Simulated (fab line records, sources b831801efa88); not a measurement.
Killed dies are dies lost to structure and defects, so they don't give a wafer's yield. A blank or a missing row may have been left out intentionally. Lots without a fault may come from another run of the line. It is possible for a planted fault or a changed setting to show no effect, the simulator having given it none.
Which of the tools did it? -- flow sky130 -- 36 wafers from 12 lots sampled at 5 of the route's 708 steps

== WHAT THE GAUGES READ, wafer by wafer ==
SKY_SONOS_TUNNEL_OVL_MEAS_08.
lot,measured,on,SONOS_TUNNEL_OVL (nm)
L308,day 11 01:53,overlay-01,1.4 0.2 -2.7
L310,day 11 22:32,overlay-01,0.0 0.6 -0.2
L311,day 12 00:26,overlay-01,2.1 2.4 1.5
L312,day 12 10:03,overlay-02,-1.6 -2.1 -1.3
L315,day 13 12:02,overlay-02,-1.5 -3.3 -3.0
L319,day 14 20:43,overlay-01,0.1 0.3 0.6
L321,day 15 09:34,overlay-02,1.7 -1.9 -0.6
L322,day 16 02:55,overlay-01,3.5 2.2 2.8
L324,day 16 14:49,overlay-02,-1.1 -2.0 0.6
L326,day 16 23:50,overlay-02,1.1 -0.5 -1.1
L330,day 18 08:49,overlay-01,-2.6 -0.1 -0.8
L331,day 18 21:17,overlay-01,1.1 1.1 -0.8

SKY_POLY_GATE_THK_MEAS_04.
lot,measured,on,POLY_GATE_CVD_03_THK (nm)
L308,day 14 22:51,film_metro-01,76.4 75.9 76.3
L310,day 15 17:25,film_metro-01,75.6 75.1 74.9
L311,day 15 16:04,film_metro-04,74.8 75.1 75.0
L312,day 16 06:44,film_metro-02,75.0 75.3 75.5
L315,day 17 21:55,film_metro-02,74.9 74.8 74.6
L319,day 18 23:35,film_metro-01,74.6 75.2 75.0
L321,day 19 17:57,film_metro-01,74.0 74.2 74.0
L322,day 20 20:43,film_metro-02,75.3 75.3 75.3
L324,day 21 03:20,film_metro-04,74.6 74.2 74.3
L326,day 21 10:23,film_metro-04,75.0 74.9 74.9
L330,day 22 20:52,film_metro-04,75.6 75.5 75.9
L331,day 23 07:59,film_metro-01,75.0 74.9 75.0

SKY_LDD_LDN_TW_MEAS_13.
lot,measured,on,LDD_LDN_TW
L308,day 22 12:50,film_metro-02,1493 1501 1500
L310,day 23 09:28,film_metro-03,1459 1469 1460
L311,day 23 09:02,film_metro-02,1479 1491 1490
L312,day 24 01:36,film_metro-02,1490 1500 1495
L315,day 25 16:03,film_metro-02,1487 1492 1484
L319,day 26 16:18,film_metro-03,1472 1470 1478
L321,day 27 08:14,film_metro-04,1554 1555 1548
L322,day 28 08:44,film_metro-03,1528 1536 1539
L324,day 28 14:40,film_metro-04,1490 1492 1502
L326,day 28 21:33,film_metro-04,1490 1486 1493
L330,day 30 04:44,film_metro-03,1475 1475 1480
L331,day 30 14:46,film_metro-03,1483 1474 1478

== EACH LOT AND THE TOOL THAT RAN IT (in order: tool; ch and the chambers of the sampled wafers; start) ==
lot,SKY_POLY_GATE_ETCH_16,SKY_LDD_LDN_IMPLANT_10
L308,"rie_diel-01 ch 0,1, day 16 02:26","implanter-04 ch 0, day 22 12:27"
L310,"rie_diel-04 ch 0,2, day 16 20:50","implanter-03 ch 0, day 23 09:04"
L311,"rie_diel-01 ch 0,2,3, day 16 19:41","implanter-01 ch 0, day 23 08:38"
L312,"rie_diel-01 ch 0,3, day 17 11:33","implanter-04 ch 0, day 24 01:15"
L315,"rie_diel-01 ch 1,3, day 19 04:32","implanter-01 ch 0, day 25 15:39"
L319,"rie_diel-04 ch 0,2, day 20 06:59","implanter-01 ch 0, day 26 15:54"
L321,"rie_diel-01 ch 0,3, day 21 01:32","implanter-04 ch 0, day 27 07:51"
L322,"rie_diel-01 ch 0,1,3, day 22 03:51","implanter-04 ch 0, day 28 08:21"
L324,"rie_diel-01 ch 0,1,3, day 22 09:38","implanter-01 ch 0, day 28 14:16"
L326,"rie_diel-03 ch 1,2, day 22 17:53","implanter-03 ch 0, day 28 21:09"
L330,"rie_diel-01 ch 2,3, day 24 02:56","implanter-03 ch 0, day 30 04:21"
L331,"rie_diel-04 ch 0,1,3, day 24 13:47","implanter-03 ch 0, day 30 14:22"
- SKY_POLY_GATE_ETCH_16: etches Si3N4 in CH3F/O2, stops on poly-Si, time 147.5 s, target depth 75 nm.
- SKY_LDD_LDN_IMPLANT_10

== WHAT THE TOOLS THEMSELVES READ (means of the sampled wafers that have a number; where no wafer has one, the mark that the record gives instead) ==
SKY_POLY_GATE_ETCH_16.
lot,tool,O2_flow_sccm (sccm),chamber_pressure_mTorr (mTorr),drypump_motor_current_A (A),oes_product_au (a.u.),throttle_valve_pct (%)
L308,rie_diel-01,29.98,25.006,5.9,0.641,10.536
L310,rie_diel-04,29.94,25.034,5.8,0.638,10.539
L311,rie_diel-01,30.08,25.022,5.9,0.638,10.533
L312,rie_diel-01,29.97,25.014,6.3,0.646,10.525
L315,rie_diel-01,30.14,25.029,6.4,0.641,10.537
L319,rie_diel-04,30.08,25.009,5.7,0.637,10.535
L321,rie_diel-01,30.09,24.976,6.0,0.635,10.539
L322,rie_diel-01,29.97,24.983,6.2,0.643,10.537
L324,rie_diel-01,30.06,24.951,6.1,0.641,10.532
L326,rie_diel-03,30.01,24.989,5.4,0.639,10.540
L330,rie_diel-01,29.95,24.999,6.2,0.646,10.537
L331,rie_diel-04,29.95,25.023,5.4,0.639,10.532

SKY_LDD_LDN_IMPLANT_10.
lot,tool,beam_energy_keV,dose_ions_cm2,faraday_current_uA
L308,implanter-04,14.995,1.2495e+13,71.3
L310,implanter-03,14.998,1.2503e+13,69.2
L311,implanter-01,14.999,1.2503e+13,70.7
L312,implanter-04,15.002,1.2509e+13,69.8
L315,implanter-01,14.994,1.2493e+13,69.5
L319,implanter-01,15.002,1.2505e+13,69.2
L321,implanter-04,14.996,1.8956e+13,105.1
L322,implanter-04,15.007,1.8978e+13,103.2
L324,implanter-01,15.010,1.2502e+13,70.9
L326,implanter-03,15.004,1.2507e+13,71.2
L330,implanter-03,15.004,1.2501e+13,68.2
L331,implanter-03,15.005,1.2515e+13,70.2

== THE ANSWER, worked out from the rows above alone ==
Rule: what is usual is taken from the lots themselves. Put in order of their means at a reading, lots are off if they are a third of the lots or fewer, leave a main group of 4 or more, and stand apart from it by a gap of 3 or more times the standard deviation of the main group's means; of several such gaps the widest counts. A main group whose means are all the same, to the digits that the tables above print for the reading, isn't used. Also off: a lot with no number at a reading for which 4 or more lots have one. The other lots that the step has rows for count as sound. Order of review: gauges by route order, followed by the tools' own readings, for which a lot's mean as printed above is used. At the first step where some lot is off, the reading lying furthest off is the one used; lots without a number count as furthest.
Off: L321, L322, seen at SKY_LDD_LDN_TW_MEAS_13 (LDD_LDN_TW). For the main group the mean is 1484 and the standard deviation 11.
If a tool, at a process step before that reading, ran all the lots that are off and no sound lot after the first of them, it fits. Not tried: the gauges at SKY_LDD_LDN_TW_MEAS_13; whatever is off there is also off at SKY_LDD_LDN_IMPLANT_10, on other tools, and gauge error can't account for it. One fits: implanter-04 at SKY_LDD_LDN_IMPLANT_10. Its last sound lot is L312 (day 24 01:15), its first lot that is off L321 (day 27 07:51): a fault that began between those two fits.
The tool's own readings at SKY_LDD_LDN_IMPLANT_10 bear it out: on the lots that are off they differ by more than 5 times the standard deviation of the sound lots' means. dose_ions_cm2 reads 1.8967e+13 there against 1.2503e+13 on the sound lots; faraday_current_uA reads 104.2 there against 70.0 on the sound lots.

== WHAT WAS PUT IN BY THE SIMULATOR ==
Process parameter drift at SKY_LDD_LDN_IMPLANT_10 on implanter-04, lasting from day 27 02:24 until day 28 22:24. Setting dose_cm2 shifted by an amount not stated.
Lots struck among those shown: L321, L322. The rule above reached the same finding.
